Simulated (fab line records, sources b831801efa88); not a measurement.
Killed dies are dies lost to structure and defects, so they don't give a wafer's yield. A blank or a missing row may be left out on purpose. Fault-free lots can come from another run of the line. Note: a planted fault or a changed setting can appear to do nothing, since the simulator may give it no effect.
Which tool did it? || flow sky130 || 7 lots (21 wafers sampled), 1 step of a 708-step route

== WHAT THE GAUGES SHOWED, per wafer ==
SKY_POLY_GATE_OVL_MEAS_14.
{"lot": "L691", "measured": "day 16 11:37", "on": "overlay-02", "POLY_GATE_OVL (nm)": "-1 8 0"}
{"lot": "L693", "measured": "day 17 08:12", "on": "overlay-01", "POLY_GATE_OVL (nm)": "19 20 11"}
{"lot": "L694", "measured": "day 17 19:37", "on": "overlay-02", "POLY_GATE_OVL (nm)": "5 5 7"}
{"lot": "L699", "measured": "day 19 07:49", "on": "overlay-01", "POLY_GATE_OVL (nm)": "1 4 -1"}
{"lot": "L707", "measured": "day 22 14:49", "on": "overlay-02", "POLY_GATE_OVL (nm)": "1 0 -7"}
{"lot": "L712", "measured": "day 24 03:01", "on": "overlay-02", "POLY_GATE_OVL (nm)": "-2 -7 -1"}
{"lot": "L713", "measured": "day 24 17:06", "on": "overlay-02", "POLY_GATE_OVL (nm)": "6 7 11"}

== EACH LOT AND THE TOOL THAT RAN IT (in order: tool; ch and the chambers of the sampled wafers; start) ==
Before these readings, the record contains no process step.

== THE ANSWER, worked out from the rows above alone ==
Rule: the usual values come from the lots themselves. The widest of any qualifying gaps counts: lots, ordered by their means at a reading, are off when they make up no more than a third of the lots, leave a main group of 4 or more, and stand apart from it by 3 or more times the standard deviation of that group's means. Not used: any main group whose means are identical at the precision the tables above print for the reading. A lot without any number at a reading at which 4 lots or more have one is off too. Any other lot the step has rows for is counted as sound.
Across all readings shown, no lot is off: no conclusion can be drawn from this.

== WHAT THE SIMULATOR PUT IN ==
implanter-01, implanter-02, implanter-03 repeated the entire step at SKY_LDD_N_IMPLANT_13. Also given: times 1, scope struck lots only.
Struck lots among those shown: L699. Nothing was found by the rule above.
